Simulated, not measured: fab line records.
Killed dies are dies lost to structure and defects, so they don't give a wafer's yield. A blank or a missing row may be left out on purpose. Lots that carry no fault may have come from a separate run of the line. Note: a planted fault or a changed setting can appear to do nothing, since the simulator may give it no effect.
What tool caused it? | flow sky130 | 12 lots, 36 wafers sampled, at 4 steps of a route of 708

## WHAT THE GAUGES READ, wafer by wafer
SKY_GATE_OXIDE_TW_MEAS_14. Usual: GATE_OXIDE_TW 224.6, standard deviation 1.1.
lot  | measured     | on            | GATE_OXIDE_TW     | flag
L146 | day 13 16:10 | film-metro-02 | 225.2 226.8 224.6 |
L147 | day 14 04:15 | film-metro-01 | 223.7 223.4 223.3 |
L148 | day 14 09:08 | film-metro-02 | 225.4 225.8 225.4 |
L149 | day 14 13:59 | film-metro-04 | 226.0 225.8 226.5 |
L150 | day 15 06:30 | film-metro-02 | 222.5 222.6 222.8 |
L157 | day 18 12:31 | film-metro-01 | 249.6 248.0 249.2 | OFF
L158 | day 18 13:04 | film-metro-04 | 250.0 248.3 248.8 | OFF
L163 | day 20 02:30 | film-metro-02 | 224.3 224.4 223.9 |
L166 | day 21 04:28 | film-metro-01 | 224.6 224.8 225.1 |
L167 | day 21 13:03 | film-metro-02 | 224.3 224.1 224.2 |
L168 | day 21 19:51 | film-metro-02 | 223.0 224.6 223.4 |
L169 | day 22 03:09 | film-metro-04 | 225.3 225.6 225.3 |

SKY_METAL2_OVL_MEAS_16. Usual: METAL2_OVL 0 nm, standard deviation 5.8.
lot  | measured     | on         | METAL2_OVL (nm) | flag
L146 | day 34 21:56 | overlay-02 | -10 -12 -4      |
L147 | day 35 08:28 | overlay-01 | -1 2 -1         |
L148 | day 35 17:58 | overlay-01 | -1 0 4          |
L149 | day 35 19:37 | overlay-01 | 0 6 6           |
L150 | day 36 13:02 | overlay-01 | -4 -5 2         |
L157 | day 39 10:23 | overlay-02 | -9 -5 -6        |
L158 | day 39 13:49 | overlay-02 | -6 -4 -2        |
L163 | day 40 12:05 | overlay-02 | 7 10 6          |
L166 | day 41 13:47 | overlay-01 | 7 8 10          |
L167 | day 41 18:46 | overlay-01 | 6 6 6           |
L168 | day 42 00:20 | overlay-02 | 1 5 5           |
L169 | day 42 02:05 | overlay-02 | -7 -2 0         |

## WHAT TOOL EACH LOT RAN ON (gives the tool, then ch and the chambers of the sampled wafers, and finally the start)
lot  | SKY_GATE_OXIDE_IMPLANT_11       | SKY_VIA1_CMP_24
L146 | implanter-03 ch 0, day 13 15:49 | cmp-02 ch 1,2,3, day 33 18:58
L147 | implanter-01 ch 0, day 14 03:54 | cmp-02 ch 0,2,3, day 34 05:13
L148 | implanter-02 ch 0, day 14 08:47 | cmp-01 ch 0,1, day 34 15:37
L149 | implanter-02 ch 0, day 14 13:38 | cmp-01 ch 0,1, day 34 17:25
L150 | implanter-01 ch 0, day 15 06:08 | cmp-02 ch 0,1,3, day 35 09:54
L157 | implanter-03 ch 0, day 18 12:10 | cmp-02 ch 1,2, day 38 08:38
L158 | implanter-03 ch 0, day 18 12:42 | cmp-02 ch 0,1,3, day 38 12:16
L163 | implanter-01 ch 0, day 20 02:04 | cmp-01 ch 0,1,3, day 39 11:35
L166 | implanter-02 ch 0, day 21 04:08 | cmp-01 ch 2,3, day 40 13:20
L167 | implanter-02 ch 0, day 21 12:35 | cmp-01 ch 0,2,3, day 40 17:32
L168 | implanter-02 ch 0, day 21 19:31 | cmp-02 ch 0,1,3, day 41 00:28
L169 | implanter-02 ch 0, day 22 02:49 | cmp-02 ch 1,2, day 41 01:37
- SKY_GATE_OXIDE_IMPLANT_11
- SKY_VIA1_CMP_24: polishes, stops on SiO2, t overpolish 15 s, target thk 0 nm.

## WHAT THE TOOLS THEMSELVES READ (means of the sampled wafers that have a number; where no wafer has one, the mark that the record gives instead)
SKY_GATE_OXIDE_IMPLANT_11. Usual: dose-ions-cm2 2.6e+12, standard deviation 3e+09; faraday-current-uA 14.69, standard deviation 0.3.
lot  | tool         | dose-ions-cm2 | faraday-current-uA | flag
L146 | implanter-03 | 2.6e+12       | 14.74              |
L147 | implanter-01 | 2.6e+12       | 14.55              |
L148 | implanter-02 | 2.6e+12       | 14.35              |
L149 | implanter-02 | 2.6e+12       | 14.87              |
L150 | implanter-01 | 2.6e+12       | 14.42              |
L157 | implanter-03 | 3.7e+12       | 21.07              | OFF
L158 | implanter-03 | 3.7e+12       | 20.89              | OFF
L163 | implanter-01 | 2.6e+12       | 14.70              |
L166 | implanter-02 | 2.6e+12       | 14.61              |
L167 | implanter-02 | 2.6e+12       | 14.82              |
L168 | implanter-02 | 2.6e+12       | 14.69              |
L169 | implanter-02 | 2.6e+12       | 14.88              |

SKY_VIA1_CMP_24. Usual: motor-current-A 11.0 A, standard deviation 1.1; overpolish-run-s 15.000 s, standard deviation 0.0089; slurry-flow-ml-min 150.0, standard deviation 0.46; time-to-endpoint-s 65.8 s, standard deviation 2.4.
lot  | tool   | motor-current-A (A) | overpolish-run-s (s) | slurry-flow-ml-min | time-to-endpoint-s (s) | flag
L146 | cmp-02 | 11.5                | 14.997               | 149.7              | 68.5                   |
L147 | cmp-02 | 10.9                | 15.002               | 150.0              | 65.3                   |
L148 | cmp-01 | 10.2                | 15.003               | 149.9              | 68.7                   |
L149 | cmp-01 | 10.6                | 14.997               | 150.3              | 69.6                   |
L150 | cmp-02 | 10.9                | 14.998               | 149.8              | 65.3                   |
L157 | cmp-02 | 10.9                | 15.005               | 150.6              | 62.3                   |
L158 | cmp-02 | 10.7                | 15.005               | 150.0              | 67.7                   |
L163 | cmp-01 | 11.5                | 14.999               | 149.0              | 71.2                   |
L166 | cmp-01 | 11.8                | 15.006               | 150.5              | 65.8                   |
L167 | cmp-01 | 11.4                | 15.001               | 149.5              | 65.3                   |
L168 | cmp-02 | 10.8                | 15.005               | 149.9              | 66.7                   |
L169 | cmp-02 | 11.0                | 15.006               | 149.6              | 67.2                   |

## THE ANSWER, worked out from the rows above alone
Rule: a lot counts as off when the mean over its wafers that have a number is more than 3 standard deviations away from the usual mean. Also off: a lot with no number at a reading for which 4 or more lots have one. The other lots that the step has rows for count as sound. First the gauges in route order, then the tools' own readings, where a lot's mean is used as printed above. At the first step where some lot is off, the reading lying furthest off is the one used; lots without a number count as furthest.
Off: at SKY_GATE_OXIDE_TW_MEAS_14 (GATE_OXIDE_TW), L157, L158.
A tool fits if, at a process step before that reading, it ran every lot that is off, and no sound lot after the first of them. Not tried: the gauges at SKY_GATE_OXIDE_TW_MEAS_14; whatever is off there is also off at SKY_GATE_OXIDE_IMPLANT_11, on other tools, and gauge error can't account for it. One fits: SKY_GATE_OXIDE_IMPLANT_11 on implanter-03. A fault onset in the window from L146 (day 13 15:49, its last sound lot) to L157 (day 18 12:10, its first lot off) fits.
The tool's own readings at SKY_GATE_OXIDE_IMPLANT_11 bear it out: on the lots that are off they differ by more than 5 times the standard deviation of the sound lots' means. dose-ions-cm2 reads 3.7e+12 there against 2.6e+12 on the sound lots; faraday-current-uA reads 20.98 there against 14.66 on the sound lots.

## WHAT THE SIMULATOR HAD PUT IN
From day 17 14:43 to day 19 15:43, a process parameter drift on implanter-03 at SKY_GATE_OXIDE_IMPLANT_11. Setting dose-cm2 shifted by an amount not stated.
Struck lots among those shown: L157, L158. The rule above reached the same finding.
